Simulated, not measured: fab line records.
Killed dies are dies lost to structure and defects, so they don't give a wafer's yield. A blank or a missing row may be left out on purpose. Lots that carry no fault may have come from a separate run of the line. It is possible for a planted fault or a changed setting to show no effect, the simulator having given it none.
Which tool was responsible? | flow sky130 | 6 lots, 18 wafers sampled, at 3 steps of a route of 708

## WHAT THE GAUGES READ, wafer by wafer
SKY_VT_ADJUST_NCORE_CD_MEAS_07: the cd target is 380 nm.
lot  | measured     | on        | cd nm (nm)
L545 | day 9 19:26  | cd sem-02 | 379.2 377.7 377.9
L547 | day 10 11:35 | cd sem-01 | 373.6 377.1 376.9
L549 | day 11 01:10 | cd sem-02 | 380.2 377.0 377.9
L554 | day 12 19:08 | cd sem-02 | 376.7 378.5 376.0
L557 | day 13 12:44 | cd sem-01 | 384.0 382.4 364.4 383.6 382.5 364.0
L564 | day 15 06:44 | cd sem-02 | 380.0 377.9 379.5

## WHAT TOOL EACH LOT RAN ON (gives the tool, then ch and the chambers of the sampled wafers, and finally the start)
lot  | SKY_VT_ADJUST_HVTP_STRIP_10          | SKY_VT_ADJUST_NCORE_EXPOSE_04
L545 | plasma asher-03 ch 0,1, day 7 02:37  | iline stepper-01 ch 0, day 9 07:41
L547 | plasma asher-03 ch 0,1, day 7 17:08  | iline stepper-02 ch 0, day 10 00:26
L549 | plasma asher-02 ch 0,1, day 8 05:05  | iline stepper-02 ch 0, day 10 12:58
L554 | plasma asher-02 ch 0,1, day 9 19:33  | iline stepper-02 ch 0, day 12 06:59
L557 | plasma asher-02 ch 0,1, day 10 11:53 | iline stepper-01 ch 0, day 13 00:21
L564 | plasma asher-02 ch 0,1, day 12 01:17 | iline stepper-02 ch 0, day 14 17:07
- SKY_VT_ADJUST_HVTP_STRIP_10: strips in O2/N2.
- SKY_VT_ADJUST_NCORE_EXPOSE_04: exposes mask LVTN COMPLEMENT THIN, target cd 380 nm.

## THE ANSWER, worked out from the rows above alone
Rule: the lots themselves supply what counts as usual. The widest of any qualifying gaps counts: lots, ordered by their means at a reading, are off when they make up no more than a third of the lots, leave a main group of 4 or more, and stand apart from it by 3 or more times the standard deviation of that group's means. If all means in a main group match to the digits the tables above print for the reading, that group is not used. Also off: a lot with no number at a reading for which 4 or more lots have one. All remaining lots with rows at the step are treated as sound.
No lot is off at any reading shown: from this, nothing can be told.

## WHAT WAS PUT IN BY THE SIMULATOR
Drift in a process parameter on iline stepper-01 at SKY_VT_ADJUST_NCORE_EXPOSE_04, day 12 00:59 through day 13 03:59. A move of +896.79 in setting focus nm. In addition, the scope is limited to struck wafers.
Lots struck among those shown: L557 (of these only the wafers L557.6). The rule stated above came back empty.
